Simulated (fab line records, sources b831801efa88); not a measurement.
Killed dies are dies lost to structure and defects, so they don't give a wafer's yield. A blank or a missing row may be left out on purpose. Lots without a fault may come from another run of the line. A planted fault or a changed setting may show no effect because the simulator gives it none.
Which tool did it? | flow gf180mcu | 13 lots, 39 wafers sampled, at 5 steps of a route of 602

WHAT THE GAUGES READ, wafer by wafer
GF_SAB_OVL_MEAS_10. Usual: SAB_OVL 0.9 nm, standard deviation 1.2.
lot  | measured     | on         | SAB_OVL (nm)   | flag
L488 | day 15 08:39 | overlay-02 | 1.1 3.1 2.0    |
L490 | day 15 17:25 | overlay-02 | 2.0 1.2 -0.2   |
L489 | day 15 19:15 | overlay-01 | 2.4 1.8 3.8    |
L491 | day 16 11:36 | overlay-01 | 2.1 0.8 1.4    |
L493 | day 17 07:57 | overlay-02 | 1.7 2.1 2.4    |
L495 | day 17 15:57 | overlay-02 | 1.0 -0.2 0.8   |
L501 | day 19 23:20 | overlay-01 | -1.1 2.2 1.0   |
L502 | day 20 02:35 | overlay-01 | 1.8 1.6 2.3    |
L503 | day 20 16:00 | overlay-02 | -2.4 -0.7 -1.7 |
L505 | day 21 10:13 | overlay-02 | 0.2 1.2 2.1    |
L508 | day 22 09:48 | overlay-02 | -1.0 0.2 0.3   |
L509 | day 22 10:33 | overlay-02 | -1.4 -0.1 -1.1 |
L510 | day 22 20:52 | overlay-01 | -0.2 0.8 1.8   |

GF_CONTACT_BOW_MEAS_05. Usual: CONTACT_BOW 65 um, standard deviation 7.4.
lot  | measured     | on            | CONTACT_BOW (um) | flag
L488 | day 15 10:08 | film_metro-04 | 65 55 65         |
L490 | day 15 18:52 | film_metro-02 | 62 65 65         |
L489 | day 15 20:44 | film_metro-02 | 61 62 74         |
L491 | day 16 13:15 | film_metro-02 | 70 60 71         |
L493 | day 17 09:25 | film_metro-04 | 52 66 63         |
L495 | day 17 17:26 | film_metro-02 | 74 74 61         |
L501 | day 20 00:50 | film_metro-01 | 57 62 59         |
L502 | day 20 04:04 | film_metro-02 | 61 79 63         |
L503 | day 20 17:26 | film_metro-01 | 65 65 73         |
L505 | day 21 11:43 | film_metro-01 | 59 59 79         |
L508 | day 22 11:16 | film_metro-02 | 51 57 61         |
L509 | day 22 12:02 | film_metro-04 | 66 68 66         |
L510 | day 22 22:20 | film_metro-02 | 63 75 59         |

GF_V1_THK_MEAS_01. Usual: V1_CVD_00_THK 601 nm, standard deviation 5.8.
lot  | measured     | on            | V1_CVD_00_THK (nm)      | flag
L488 | day 17 10:08 | film_metro-04 | 608 602 607             |
L490 | day 17 18:45 | film_metro-01 | 602 599 594             |
L489 | day 17 20:50 | film_metro-03 | 599 594 600             |
L491 | day 18 14:32 | film_metro-01 | 304 592 606 304 592 606 | OFF
L493 | day 19 12:15 | film_metro-04 | 304 613 306 304 612 306 | OFF
L495 | day 19 18:39 | film_metro-04 | 598 601 596             |
L501 | day 22 02:39 | film_metro-04 | 600 603 605             |
L502 | day 22 06:20 | film_metro-01 | 589 591 601             |
L503 | day 22 19:00 | film_metro-01 | 600 592 597             |
L505 | day 23 12:50 | film_metro-04 | 601 608 597             |
L508 | day 24 10:46 | film_metro-03 | 606 607 601             |
L509 | day 24 11:25 | film_metro-03 | 606 602 595             |
L510 | day 24 22:11 | film_metro-04 | 603 603 610             |

GF_V1_RS_MEAS_24: measures by four-point-probe. Usual: V1_W_RS 0.327 ohm/sq, standard deviation 0.0052.
lot  | measured     | on            | V1_W_RS (ohm/sq)  | flag
L488 | day 18 11:43 | film_metro-04 | 0.332 0.322 0.333 |
L490 | day 18 18:56 | film_metro-04 | 0.326 0.334 0.331 |
L489 | day 18 21:20 | film_metro-04 | 0.333 0.330 0.333 |
L491 | day 19 16:13 | film_metro-03 | 0.327 0.321 0.329 |
L493 | day 20 13:44 | film_metro-01 | 0.329 0.322 0.331 |
L495 | day 20 21:06 | film_metro-04 | 0.331 0.335 0.333 |
L501 | day 23 03:30 | film_metro-03 | 0.328 0.320 0.319 |
L502 | day 23 06:46 | film_metro-04 | 0.333 0.335 0.330 |
L503 | day 23 19:22 | film_metro-04 | 0.318 0.334 0.318 |
L505 | day 24 13:19 | film_metro-04 | 0.329 0.330 0.329 |
L508 | day 25 09:22 | film_metro-01 | 0.330 0.332 0.330 |
L509 | day 25 09:39 | film_metro-03 | 0.323 0.328 0.327 |
L510 | day 25 20:32 | film_metro-03 | 0.333 0.328 0.333 |

WHICH TOOL RAN EACH LOT (tool, then ch and the chambers of the sampled wafers, then the start)
lot  | GF_V1_CVD_00
L488 | hdpcvd-01 ch 0,2, day 17 10:04
L490 | hdpcvd-02 ch 0,1,2, day 17 18:40
L489 | hdpcvd-02 ch 0,1, day 17 20:46
L491 | hdpcvd-02 ch 0,1,2, day 18 14:28
L493 | hdpcvd-02 ch 0,2, day 19 12:11
L495 | hdpcvd-01 ch 0,2, day 19 18:35
L501 | hdpcvd-01 ch 0,1,2, day 22 02:35
L502 | hdpcvd-02 ch 1,2, day 22 06:14
L503 | hdpcvd-02 ch 0,2, day 22 18:56
L505 | hdpcvd-01 ch 0,1, day 23 12:45
L508 | hdpcvd-02 ch 0,1,2, day 24 10:41
L509 | hdpcvd-01 ch 0,1,2, day 24 11:20
L510 | hdpcvd-01 ch 0,1,2, day 24 22:06
- GF_V1_CVD_00: deposits SiO2, target thk 600 nm, time 100 s.

WHAT THE TOOLS THEMSELVES READ (means of the sampled wafers that have a number; where no wafer has one, the mark that the record gives instead)
GF_V1_CVD_00. Usual: pressure_mtorr 6.000 mTorr, standard deviation 0.011; sih4_flow_sccm 59.97 sccm, standard deviation 0.19.
lot  | tool      | pressure_mtorr (mTorr) | sih4_flow_sccm (sccm) | flag
L488 | hdpcvd-01 | 5.999                  | 59.94                 |
L490 | hdpcvd-02 | 5.990                  | 60.11                 |
L489 | hdpcvd-02 | 5.989                  | 59.87                 |
L491 | hdpcvd-02 | 6.009                  | 50.03                 | OFF
L493 | hdpcvd-02 | 6.007                  | 39.72                 | OFF
L495 | hdpcvd-01 | 6.011                  | 59.90                 |
L501 | hdpcvd-01 | 5.993                  | 59.96                 |
L502 | hdpcvd-02 | 5.995                  | 59.96                 |
L503 | hdpcvd-02 | 5.995                  | 59.83                 |
L505 | hdpcvd-01 | 6.013                  | 60.00                 |
L508 | hdpcvd-02 | 5.995                  | 59.92                 |
L509 | hdpcvd-01 | 5.996                  | 60.03                 |
L510 | hdpcvd-01 | 6.005                  | 59.82                 |

THE ANSWER, worked out from the rows above alone
Rule: a lot is off if the mean of its wafers that have a number lies more than 3 standard deviations from the usual mean. A lot without any number at a reading at which 4 lots or more have one is off too. The other lots that the step has rows for count as sound. The gauges are gone through in route order, then the tools' own readings, and for those a lot's mean is taken as printed above. The first step at which some lot is off is used, and at that step the reading that is off furthest; a lot without a number counts as furthest.
Off: L491, L493, at GF_V1_THK_MEAS_01 (V1_CVD_00_THK).
A tool fits if, at a process step before that reading, it ran every lot that is off, and no sound lot after the first of them. The gauges at GF_V1_THK_MEAS_01 aren't tried: what is off there is off at GF_V1_CVD_00 too, on other tools, and a gauge's error can't cause that. None of those tried fits.

WHAT THE SIMULATOR HAD PUT IN
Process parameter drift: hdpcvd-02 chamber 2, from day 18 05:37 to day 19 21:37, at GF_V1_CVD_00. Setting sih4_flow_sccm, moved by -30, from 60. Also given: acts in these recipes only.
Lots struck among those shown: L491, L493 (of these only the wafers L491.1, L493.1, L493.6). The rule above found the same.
